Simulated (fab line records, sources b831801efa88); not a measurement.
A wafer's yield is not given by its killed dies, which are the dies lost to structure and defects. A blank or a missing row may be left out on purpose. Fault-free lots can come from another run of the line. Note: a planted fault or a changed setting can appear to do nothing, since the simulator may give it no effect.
2 desks looking at one fault ; flow sky130 ; every desk sees just its own numbers, and what lay behind them comes last

## METROLOGY DESK
Lot by lot, what the gauges showed, no matter which tool ran the lot: averages of those sampled wafers that carry a number. If a lot's mean is further than 4 standard deviations from the usual mean, the lot is out of limits and carries the mark OUT (the distance appears in the brackets).
Columns: A = CONTACT_W_RS at SKY_CONTACT_RS_MEAS_25, usual 0.339 ohm/sq; B = CONTACT_W_THK at SKY_CONTACT_THK_MEAS_26, usual 327 nm
lot;first seen here;A;B
L782;day 32 10:50;0.343;322
L795;day 36 04:38;0.341;325
L799;day 37 11:44;0.339;325
L801;day 37 14:49;0.338;327
L805;day 38 16:12;0.340;325
This desk's finding: nothing out of limits on any of the 5 lots.

## TOOL OWNER'S DESK, pvdSputter-04
The tool's own readings at SKY_METAL1_SPUTTER_03 (material Ti, target thk 5 nm, time 3.3 s): means of the sampled wafers that have a number, for each lot that ran on this tool. If a lot's mean is further than 4 standard deviations from the usual mean, the lot is out of limits and carries the mark OUT (the distance appears in the brackets).
Columns: A = throttleValvePct at SKY_METAL1_SPUTTER_03, usual 29.4 %
lot;first seen here;A
L782;day 32 11:23;29.8
L799;day 37 12:17;30.1
This desk's finding: nothing out of limits on any of the 2 lots.

## BROUGHT TOGETHER
Nothing out of limits was seen by the metrology desk.
The desk of the tool owner found nothing out of limits.

## WHAT THE SIMULATOR HAD PUT IN
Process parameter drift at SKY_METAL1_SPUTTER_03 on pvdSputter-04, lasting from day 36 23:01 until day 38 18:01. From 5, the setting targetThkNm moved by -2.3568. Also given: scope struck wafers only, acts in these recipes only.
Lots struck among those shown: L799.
